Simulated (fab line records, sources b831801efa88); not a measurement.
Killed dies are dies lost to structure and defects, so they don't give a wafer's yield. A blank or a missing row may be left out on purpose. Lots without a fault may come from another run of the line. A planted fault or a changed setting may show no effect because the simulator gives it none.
A struck lot beside a sound one | flow sky130 | 16 steps out of a route of 708
Sound: wafers L435.1, L435.4, L435.6. Struck: wafers L427.1, L427.3, L427.4. The cause comes at the end.
At each step with rows: each side's tool, then ch and its chambers, then its first start. Under that, the readings that differ: sound wafers | struck wafers | difference of the means | sigmas: that difference in standard deviations of wafers without a fault.
alike: readings whose means differ by less than 2 such deviations, and words and numbers that are the same on both sides. not compared: withheld readings, readings that some wafer has no value for, bounds like >300 that may hide the same value, and numbers for which the record gives no deviation and whose values overlap.
The two part at a step that has a row with sigmas, a row that says differs or no value, or rows on one side only. Numbers that don't overlap but have no deviation are shown without sigmas and don't part them. A reading that every wafer of one side lacks parts them only if that side has two wafers or more.

SKY_METAL1_THK_MEAS_06: measures by xrf.
  sound on film_metro-04, day 37 22:44; struck on film_metro-04, day 33 18:36
  alike: METAL1_ALCU_THK
then, 8 steps without rows for these wafers: SKY_METAL1_DEHYDRATE_07 (time 60 s); SKY_METAL1_HMDS_08 (prime time 60 s); SKY_METAL1_COAT_09 (resist thk 60 nm); SKY_METAL1_COAT_10 (resist thk 450 nm); SKY_METAL1_SOFTBAKE_11 (time 90 s); SKY_METAL1_EXPOSE_12 (exposes mask MM1, target cd 140 nm); SKY_METAL1_PEB_13; SKY_METAL1_DEVELOP_14 (develop time 60 s).
SKY_METAL1_CD_MEAS_15: target cd 140 nm.
  sound on cd_sem-02, day 38 19:37; struck on cd_sem-01, day 34 20:18
  alike: cd_nm
SKY_METAL1_OVL_MEAS_16:
  sound on overlay-02, day 38 19:44; struck on overlay-02, day 34 20:25
  alike: METAL1_OVL
SKY_METAL1_DESCUM_17: chemistry O2, time 8 s.
  sound on rie_metal-03 ch 0, day 38 19:46; struck on rie_metal-01 ch 0, day 34 20:28
  alike: drypump_motor_current_A, oes_product_au
  not compared: rf_hours_counter_h
SKY_METAL1_ETCH_18: etches BARC in N2/H2, stops on SiO2, time 45.9 s, target depth 60 nm.
  sound on rie_metal-03 ch 0, day 38 19:48; struck on rie_metal-01 ch 0, day 34 20:31
  no value came back on the struck wafers for any of 5 readings (bias_w (W), chamber_pressure_mTorr (mTorr) and others); on the sound wafers bias_w (W) reads 99.95 100.17 99.55
  reading                                       | sound             | struck            | difference | sigmas
  model.KrF-thick_of_METAL1_COAT_10.thk_nm (nm) | 396.5 394.5 396.3 | 434.6 436.9 436.4 | +40.2      |
  not compared: rf_hours_counter_h
SKY_METAL1_METAL_ETCH_19: etches the open film in Cl2/BCl3, stops on SiO2, target depth 360 nm, time 78 s.
  sound on rie_metal-03 ch 0, day 38 19:52; struck on rie_metal-01 ch 0, day 34 20:39
  reading                                       | sound             | struck            | difference | sigmas
  oes_product_au (a.u.)                         | 0.857 0.847 0.848 | 0.381 0.377 0.381 | -0.471     | -76
  model.KrF-thick_of_METAL1_COAT_10.thk_nm (nm) | 163.9 160.7 163.2 | 196.5 199 197.9   | +35.2      |
  alike: bcl3_flow_sccm, bias_w, drypump_motor_current_A, mfc_cl2_sccm, throttle_valve_pct
  not compared: rf_hours_counter_h
SKY_METAL1_STRIP_20: strips in O2/N2.
  sound on plasma_asher-04 ch 0, day 38 19:58; struck on plasma_asher-02 ch 0,1, day 34 20:50
  reading                      | sound             | struck            | difference | sigmas
  oes_product_au (a.u.)        | 0.340 0.348 0.346 | 0.357 0.355 0.364 | +0.014     | +3
  strip_time_to_endpoint_s (s) | 2.76 2.70 2.75    | 3.13 3.12 3.13    | +0.39      | +6
  alike: drypump_motor_current_A
  not compared: rf_hours_counter_h
then, 1 step without rows for these wafers: SKY_METAL1_STRIP_21 (strips in post etch residue remover, time 1200 s).

WHERE THEY PART
First at SKY_METAL1_ETCH_18; last, within this record, at SKY_METAL1_STRIP_20.

WHY: what the simulator had put in
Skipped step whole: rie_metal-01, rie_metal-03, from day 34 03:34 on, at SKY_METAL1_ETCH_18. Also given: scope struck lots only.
